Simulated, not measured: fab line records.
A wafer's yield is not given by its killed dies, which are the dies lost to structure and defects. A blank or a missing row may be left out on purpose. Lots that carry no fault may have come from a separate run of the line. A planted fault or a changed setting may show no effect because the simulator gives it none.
One fault seen from 2 desks | flow gf180mcu | each desk has only its own numbers; what lay behind them comes last

THE METROLOGY DESK
What the gauges read for every lot (on any tool): the sampled wafers with a number, averaged. The brackets show how far a lot's mean lies from the usual mean; more than 4 standard deviations puts the lot out of limits, marked OUT.
Columns: A = cd nm at GF_V2_CD_MEAS_14, usual 260.2 nm; B = V2_OVL at GF_V2_OVL_MEAS_15, usual -2 nm
lot  | first seen here | A     | B
L738 | day 21 02:59    | 260.9 | 2
L745 | day 23 16:47    | 260.5 | -1
L755 | day 27 00:46    | 258.6 | 6
L756 | day 27 01:10    | 260.8 | -2
L760 | day 27 23:45    | 259.2 | 4
This desk's finding: nothing out of limits on any of the 5 lots.

DESK OF THE TOOL OWNER: pvd sputter-03
The tool's own readings at GF_V2_SPUTTER_21 (material Ti, target thk 15 nm, time 80.02 s): means of the sampled wafers that have a number, for each lot that ran on this tool. The brackets show how far a lot's mean lies from the usual mean; more than 4 standard deviations puts the lot out of limits, marked OUT.
Columns: A = throttle valve pct at GF_V2_SPUTTER_21, usual 29.9 %
lot  | first seen here | A
L745 | day 23 17:38    | 29.7
L755 | day 27 01:35    | 29.3
This desk's finding: nothing out of limits on any of the 2 lots.

ALL TOGETHER
From the metrology desk's view, nothing was out of limits.
The desk of the tool owner found nothing out of limits.

WHAT WAS PUT IN BY THE SIMULATOR
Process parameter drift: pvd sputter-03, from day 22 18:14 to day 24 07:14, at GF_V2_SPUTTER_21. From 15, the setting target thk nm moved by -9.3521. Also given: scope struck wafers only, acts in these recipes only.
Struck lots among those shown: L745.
